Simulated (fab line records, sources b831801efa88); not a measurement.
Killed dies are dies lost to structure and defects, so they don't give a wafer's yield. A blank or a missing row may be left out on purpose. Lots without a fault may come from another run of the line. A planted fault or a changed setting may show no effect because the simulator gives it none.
Which tool did it? | flow gf180mcu | 6 lots, 18 wafers sampled, at 2 steps of a route of 602

WHAT THE GAUGES READ, wafer by wafer
GF_V4_BOW_MEAS_05.
lot  | measured     | on            | V4_BOW (um)
L744 | day 24 14:52 | film_metro-04 | 147 139 140
L747 | day 26 00:54 | film_metro-03 | 129 117 117
L749 | day 26 08:13 | film_metro-01 | 118 133 127
L751 | day 26 21:52 | film_metro-01 | 146 132 138
L758 | day 28 23:43 | film_metro-01 | 126 126 131
L764 | day 30 13:49 | film_metro-01 | 134 131 139

WHICH TOOL RAN EACH LOT (tool, then ch and the chambers of the sampled wafers, then the start)
lot  | GF_V4_CVD_02
L744 | pecvd-04 ch 0,1, day 24 14:25
L747 | pecvd-01 ch 1,2, day 26 00:27
L749 | pecvd-04 ch 0,1,2, day 26 07:46
L751 | pecvd-02 ch 0,1, day 26 21:26
L758 | pecvd-02 ch 0,1, day 28 23:16
L764 | pecvd-01 ch 0,1,2, day 30 13:22
- GF_V4_CVD_02: deposits SiO2 from TEOS, target thk 850 nm, time 94.851 s.

THE ANSWER, worked out from the rows above alone
Rule: what is usual is taken from the lots themselves. Put in order of their means at a reading, lots are off if they are a third of the lots or fewer, leave a main group of 4 or more, and stand apart from it by a gap of 3 or more times the standard deviation of the main group's means; of several such gaps the widest counts. A main group whose means are all the same, to the digits that the tables above print for the reading, isn't used. A lot without any number at a reading at which 4 lots or more have one is off too. The other lots that the step has rows for count as sound.
No lot is off at any reading shown: from this, nothing can be told.

WHAT THE SIMULATOR HAD PUT IN
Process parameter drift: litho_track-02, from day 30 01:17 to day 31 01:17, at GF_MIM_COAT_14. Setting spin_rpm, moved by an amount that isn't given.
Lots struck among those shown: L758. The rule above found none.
